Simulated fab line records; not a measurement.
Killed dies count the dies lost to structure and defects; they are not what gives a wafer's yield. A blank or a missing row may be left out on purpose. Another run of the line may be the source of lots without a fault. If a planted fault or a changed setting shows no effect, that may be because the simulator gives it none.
Which tool was responsible? | flow sky130 | at 1 step of a route of 708, 7 lots with 21 wafers sampled

## WHAT THE GAUGES SHOWED, per wafer
SKY_LDD_HVN_TW_MEAS_10.
lot  | measured     | on            | LDD_HVN_TW
L236 | day 21 16:07 | film_metro-02 | 1454 1446 1447
L237 | day 22 06:02 | film_metro-01 | 1440 1444 1443
L240 | day 23 06:32 | film_metro-02 | 1450 1452 1443
L242 | day 24 11:44 | film_metro-02 | 1450 1450 1442
L250 | day 27 09:46 | film_metro-03 | 1437 1441 1436
L254 | day 28 10:45 | film_metro-02 | 1440 1456 1446
L257 | day 29 04:50 | film_metro-02 | 1435 1439 1439

## TOOL THAT RAN EACH LOT (tool first, then ch and the chambers of the sampled wafers, then the start)
The record holds no process step before these readings.

## THE ANSWER, worked out from the rows above alone
Rule: usual is defined by the lots themselves. Put in order of their means at a reading, lots are off if they are a third of the lots or fewer, leave a main group of 4 or more, and stand apart from it by a gap of 3 or more times the standard deviation of the main group's means; of several such gaps the widest counts. Not used: any main group whose means are identical at the precision the tables above print for the reading. Also off: a lot with no number at a reading for which 4 or more lots have one. The other lots that the step has rows for count as sound.
Nothing can be told from this: no lot is off at any reading shown.

## WHAT THE SIMULATOR HAD INSERTED
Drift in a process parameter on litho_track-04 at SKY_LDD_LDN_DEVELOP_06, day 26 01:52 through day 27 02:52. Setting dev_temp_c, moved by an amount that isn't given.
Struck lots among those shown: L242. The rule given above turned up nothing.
